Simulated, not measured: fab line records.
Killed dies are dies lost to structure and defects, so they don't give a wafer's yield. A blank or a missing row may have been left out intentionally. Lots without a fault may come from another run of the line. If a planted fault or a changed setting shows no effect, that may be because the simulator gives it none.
A single fault, viewed from 2 desks    flow gf180mcu    every desk sees just its own numbers, and what lay behind them comes last

## FROM THE METROLOGY DESK
Lot by lot, what the gauges showed, no matter which tool ran the lot: averages of those sampled wafers that carry a number. If a lot's mean is further than 4 standard deviations from the usual mean, the lot is out of limits and carries the mark OUT (the distance appears in the brackets).
Columns: A = V1_CVD_00_THK at GF_V1_THK_MEAS_01, usual 603 nm; B = V1_CVD_02_THK at GF_V1_THK_MEAS_03, usual 848 nm; C = V1_BOW at GF_V1_BOW_MEAS_05, usual 81 um; D = cd_nm at GF_V1_CD_MEAS_14, usual 259.9 nm; E = V1_OVL at GF_V1_OVL_MEAS_15, usual 1 nm
lot   first seen here  A    B    C   D      E
L170  day 19 13:05     610  858  86  262.1  6
L174  day 21 05:56     606  833  82  260.0  -5
L177  day 21 23:41     607  840  81  259.5  1
L185  day 24 15:34     604  840  75  261.0  1
L186  day 24 23:32     601  837  77  258.5  2
L187  day 25 04:25     602  858  82  259.2  9
This desk's verdict: no lot among the 6 shows anything out of limits.

## THE TOOL OWNER'S DESK: krf_scanner-02
The tool's own readings at GF_V1_EXPOSE_11 (exposes mask Via1, target cd 260 nm): means of the sampled wafers that have a number, for each lot that ran on this tool. If a lot's mean is further than 4 standard deviations from the usual mean, the lot is out of limits and carries the mark OUT (the distance appears in the brackets).
Columns: A = exposure_dose_mJ_cm2 at GF_V1_EXPOSE_11, usual 38.00
lot   first seen here  A
L170  day 20 02:16     37.98
L174  day 21 18:35     37.98
L177  day 22 11:43     37.98
L187  day 25 16:14     38.03
This desk's verdict: no lot among the 4 shows anything out of limits.

## BROUGHT TOGETHER
At the metrology desk, nothing out of limits was observed.
The tool owner's desk saw nothing out of limits.

## WHAT WAS PUT IN BY THE SIMULATOR
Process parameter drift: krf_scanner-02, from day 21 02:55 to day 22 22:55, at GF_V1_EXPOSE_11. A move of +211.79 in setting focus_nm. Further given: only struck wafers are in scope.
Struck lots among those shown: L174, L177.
